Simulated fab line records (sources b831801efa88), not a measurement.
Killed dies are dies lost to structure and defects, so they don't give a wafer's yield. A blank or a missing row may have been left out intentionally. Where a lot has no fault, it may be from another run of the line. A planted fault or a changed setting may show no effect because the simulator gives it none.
Chamber matching	flow sky130	4 sister chambers for SKY_FIELD_ISO_ETCH_17 on rie_si-02
The step etches Si in HBr/Cl2/O2, target depth 342 nm, time 97.7 s. 14 wafers are shown with their chamber, then 7 later ones without.

== WAFERS, EACH WITH ITS CHAMBER ==
wafer	chamber	oes_product_au (a.u.)	throttle_valve_pct (%)
L704.1	0	0.988	25.675
L704.5	0	0.994	25.667
L704.6	1	0.989	25.675
L707.3	1	0.994	25.658
L707.4	0	1.006	25.664
L707.5	1	1.004	25.652
L711.1	0	0.989	25.677
L711.2	3	1.002	25.642
L711.5	1	0.991	25.653
L713.1	2	1.017	25.655
L713.2	3	1.005	25.654
L713.3	1	1.001	25.661
L715.3	1	1.001	25.648
L715.4	3	0.995	25.664

SIGNATURES, as means of the wafers listed above
reading	chamber 0	chamber 1	chamber 2	chamber 3	scatter within a chamber
oes_product_au	0.99425	0.99667	1.01700	1.00067	0.00668
throttle_valve_pct	25.67075	25.65783	25.65500	25.65333	0.00905
Rule: for a wafer and a chamber, the distance is found by dividing, reading by reading, the gap between the wafer's reading and the chamber's mean by the reading's scatter, squaring, summing and taking the root. The wafer belongs to the nearest chamber; if the next one is less than 2 further off, it can't be placed. The scatter: take each reading less its chamber's mean, square it, sum over the shown wafers, divide by the number of wafers less the number of chambers, and take the root.

== WAFERS WHOSE CHAMBER IS MISSING ==
wafer	oes_product_au (a.u.)	throttle_valve_pct (%)
L715.6	1.017	25.646
L719.3	1.011	25.630
L719.5	1.001	25.652
L719.6	0.991	25.653
L721.1	1.007	25.647
L721.2	1.014	25.649
L721.3	1.001	25.641

== THE CHAMBER EACH PASSED THROUGH ==
wafer	from the rows above	in truth
L715.6	can't be placed: 2 or 3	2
L719.3	can't be placed: 2 or 3 or 1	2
L719.5	can't be placed: 3 or 1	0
L719.6	can't be placed: 1 or 3 or 0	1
L721.1	can't be placed: 3 or 2 or 1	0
L721.2	can't be placed: 2 or 3 or 1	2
L721.3	can't be placed: 3 or 1 or 2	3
0 of 7 placed correctly. Unplaceable from these rows: 7, with the true chamber sitting among the candidates in 5. Placed wrongly: 0.
